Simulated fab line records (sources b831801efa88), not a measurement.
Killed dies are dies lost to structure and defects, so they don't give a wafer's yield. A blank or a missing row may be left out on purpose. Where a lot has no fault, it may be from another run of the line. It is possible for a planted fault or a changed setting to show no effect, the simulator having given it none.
Which tool is to blame? -- flow sky130 -- 33 wafers from 11 lots sampled at 7 of the route's 708 steps

## WHAT THE GAUGES READ, wafer by wafer
SKY_POLY_CUT_OVL_MEAS_09.
lot,measured,on,POLY_CUT_OVL (nm)
L589,day 25 01:47,overlay-01,4 -5 1
L590,day 25 05:22,overlay-02,3 -1 2
L591,day 25 10:02,overlay-02,4 -4 7
L594,day 27 04:52,overlay-02,4 -2 -4
L596,day 27 23:05,overlay-02,-1 9 1
L597,day 28 04:23,overlay-02,6 0 2
L598,day 28 19:59,overlay-01,-4 1 -3
L599,day 28 21:50,overlay-02,4 2 9
L605,day 30 08:29,overlay-01,0 8 12
L607,day 30 19:19,overlay-02,-1 0 -4
L609,day 31 08:14,overlay-01,5 -1 -1

SKY_SD_P_OVL_MEAS_08.
lot,measured,on,SD_P_OVL (nm)
L589,day 26 07:29,overlay-01,1.0 -1.4 -1.1
L590,day 26 10:27,overlay-02,-0.5 -3.1 0.0
L591,day 26 15:21,overlay-02,0.6 0.7 0.3
L594,day 28 08:20,overlay-02,0.3 -1.1 -0.2
L596,day 29 03:08,overlay-02,1.5 -0.7 -1.5
L597,day 29 08:21,overlay-02,-2.5 -2.0 -1.9
L598,day 29 23:32,overlay-02,-0.4 -1.1 -0.7
L599,day 30 01:37,overlay-01,-3.2 0.6 -1.0
L605,day 31 12:17,overlay-01,-1.5 -1.5 -2.3
L607,day 31 22:11,overlay-02,-1.3 -0.2 -1.7
L609,day 32 11:20,overlay-02,-0.6 -1.5 -2.5

SKY_SD_N_TW_MEAS_12.
lot,measured,on,SD_N_TW
L589,day 28 17:19,film metro-02,3980 3995 4008
L590,day 28 20:32,film metro-04,3950 3981 3974
L591,day 29 01:41,film metro-01,4004 3998 3996
L594,day 30 16:51,film metro-02,3949 3972 3959
L596,day 31 11:16,film metro-01,3978 3968 3955
L597,day 31 15:20,film metro-01,3996 3990 3974
L598,day 32 07:14,film metro-04,3999 4011 4016
L599,day 32 08:53,film metro-02,3961 3947 3957
L605,day 33 18:22,film metro-02,3652 3644 3652
L607,day 34 03:42,film metro-02,3622 3645 3619
L609,day 34 15:29,film metro-02,3960 3931 3966

SKY_SD_N_RS_MEAS_16: a four-point-probe measurement.
lot,measured,on,SD_N_RS (ohm/sq)
L589,day 28 17:37,film metro-04,68.65 68.80 68.67
L590,day 28 20:49,film metro-01,68.31 68.33 68.33
L591,day 29 01:59,film metro-02,68.50 68.49 68.44
L594,day 30 17:11,film metro-01,68.46 68.29 68.43
L596,day 31 11:33,film metro-02,68.36 68.33 68.51
L597,day 31 15:38,film metro-01,68.40 68.51 68.61
L598,day 32 07:32,film metro-02,68.46 68.37 68.47
L599,day 32 09:10,film metro-02,68.56 68.60 68.48
L605,day 33 18:39,film metro-04,79.95 79.89 80.17
L607,day 34 03:59,film metro-01,80.03 80.06 79.94
L609,day 34 15:46,film metro-04,68.49 68.78 68.69

## TOOL THAT RAN EACH LOT (tool first, then ch and the chambers of the sampled wafers, then the start)
lot,SKY_POLY_CUT_ETCH_11,SKY_SD_N_IMPLANT_09,SKY_SD_N_STRIP_11
L589,"rie diel-03 ch 0,2,3, day 25 01:52","implanter-03 ch 0, day 28 16:55","plasma asher-03 ch 0,1, day 28 17:13"
L590,"rie diel-03 ch 0,2,3, day 25 05:27","implanter-03 ch 0, day 28 20:08","plasma asher-03 ch 0,1, day 28 20:26"
L591,"rie diel-03 ch 1,2, day 25 10:06","implanter-03 ch 0, day 29 01:19","plasma asher-01 ch 0,1, day 29 01:35"
L594,"rie diel-04 ch 1,3, day 27 04:56","implanter-02 ch 0, day 30 16:28","plasma asher-02 ch 0,1, day 30 16:44"
L596,"rie diel-04 ch 0,2,3, day 27 23:10","implanter-03 ch 0, day 31 10:52","plasma asher-01 ch 0,1, day 31 11:10"
L597,"rie diel-02 ch 0,3, day 28 04:28","implanter-01 ch 0, day 31 14:58","plasma asher-03 ch 0,1, day 31 15:14"
L598,"rie diel-03 ch 1,2, day 28 20:04","implanter-01 ch 0, day 32 06:52","plasma asher-03 ch 0,1, day 32 07:09"
L599,"rie diel-04 ch 0,2,3, day 28 21:55","implanter-02 ch 0, day 32 08:29","plasma asher-03 ch 0,1, day 32 08:47"
L605,"rie diel-04 ch 1,2,3, day 30 08:34","implanter-02 ch 0, day 33 17:58","plasma asher-02 ch 0,1, day 33 18:16"
L607,"rie diel-03 ch 0,3, day 30 19:23","implanter-02 ch 0, day 34 03:19","plasma asher-03 ch 0, day 34 03:35"
L609,"rie diel-03 ch 1,3, day 31 08:19","implanter-01 ch 0, day 34 15:05","plasma asher-01 ch 0,1, day 34 15:22"
- SKY_POLY_CUT_ETCH_11: etches Si3N4 in CF4/CH2F2/Ar, stops on poly-Si, time 42.5 s, target depth 60 nm.
- SKY_SD_N_IMPLANT_09
- SKY_SD_N_STRIP_11: strips in O2/N2.

## WHAT THE TOOLS THEMSELVES READ (means of the sampled wafers that have a number; where no wafer has one, the mark that the record gives instead)
SKY_POLY_CUT_ETCH_11.
lot,tool,drypump motor current A (A),oes product au (a.u.),throttle valve pct (%)
L589,rie diel-03,6.1,0.819,14.990
L590,rie diel-03,6.1,0.827,14.999
L591,rie diel-03,6.3,0.828,15.001
L594,rie diel-04,6.2,0.832,14.994
L596,rie diel-04,6.2,0.833,14.997
L597,rie diel-02,5.9,0.824,14.995
L598,rie diel-03,6.3,0.830,14.991
L599,rie diel-04,6.2,0.825,15.001
L605,rie diel-04,6.1,0.834,14.986
L607,rie diel-03,6.0,0.828,15.002
L609,rie diel-03,6.3,0.827,14.999

SKY_SD_N_IMPLANT_09.
lot,tool,beam energy keV
L589,implanter-03,50.003
L590,implanter-03,50.027
L591,implanter-03,49.995
L594,implanter-02,49.984
L596,implanter-03,49.988
L597,implanter-01,49.999
L598,implanter-01,49.993
L599,implanter-02,50.002
L605,implanter-02,35.960
L607,implanter-02,35.969
L609,implanter-01,49.995

SKY_SD_N_STRIP_11.
lot,tool,drypump motor current A (A),oes product au (a.u.),strip time to endpoint s (s)
L589,plasma asher-03,5.2,0.532,22.54
L590,plasma asher-03,5.3,0.526,22.57
L591,plasma asher-01,6.0,0.526,22.48
L594,plasma asher-02,6.0,0.529,22.48
L596,plasma asher-01,5.9,0.527,22.58
L597,plasma asher-03,5.2,0.525,22.62
L598,plasma asher-03,5.3,0.530,22.58
L599,plasma asher-03,5.5,0.525,22.59
L605,plasma asher-02,6.0,0.563,20.47
L607,plasma asher-03,5.0,0.560,20.44
L609,plasma asher-01,5.9,0.527,22.52

## THE ANSWER, worked out from the rows above alone
Rule: the lots themselves supply what counts as usual. The widest of any qualifying gaps counts: lots, ordered by their means at a reading, are off when they make up no more than a third of the lots, leave a main group of 4 or more, and stand apart from it by 3 or more times the standard deviation of that group's means. Not used: any main group whose means are identical at the precision the tables above print for the reading. Also off: a lot with no number at a reading for which 4 or more lots have one. Where the step has rows for the other lots, those lots are counted as sound. First the gauges in route order, then the tools' own readings, where a lot's mean is used as printed above. At the first step where some lot is off, the reading lying furthest off is the one used; lots without a number count as furthest.
Off: L605, L607, seen at SKY_SD_N_TW_MEAS_12 (SD_N_TW). The main group: mean 3977, standard deviation 20.
If a tool, at a process step before that reading, ran all the lots that are off and no sound lot after the first of them, it fits. The gauges at SKY_SD_N_TW_MEAS_12 aren't tried: what is off there is off at SKY_SD_N_RS_MEAS_16 too, on other tools, and a gauge's error can't cause that. One fits: implanter-02 at SKY_SD_N_IMPLANT_09. Its last sound lot is L599 (day 32 08:29), its first lot that is off L605 (day 33 17:58): a fault that began between those two fits.
The tool's own readings at SKY_SD_N_IMPLANT_09 bear it out: on the lots that are off they differ by more than 5 times the standard deviation of the sound lots' means. beam energy keV reads 35.965 there against 49.998 on the sound lots.

## WHAT THE SIMULATOR PUT IN
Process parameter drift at SKY_SD_N_IMPLANT_09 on implanter-02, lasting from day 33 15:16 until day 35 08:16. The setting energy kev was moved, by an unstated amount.
Shown lots that were struck: L605, L607. The rule above reached the same finding.
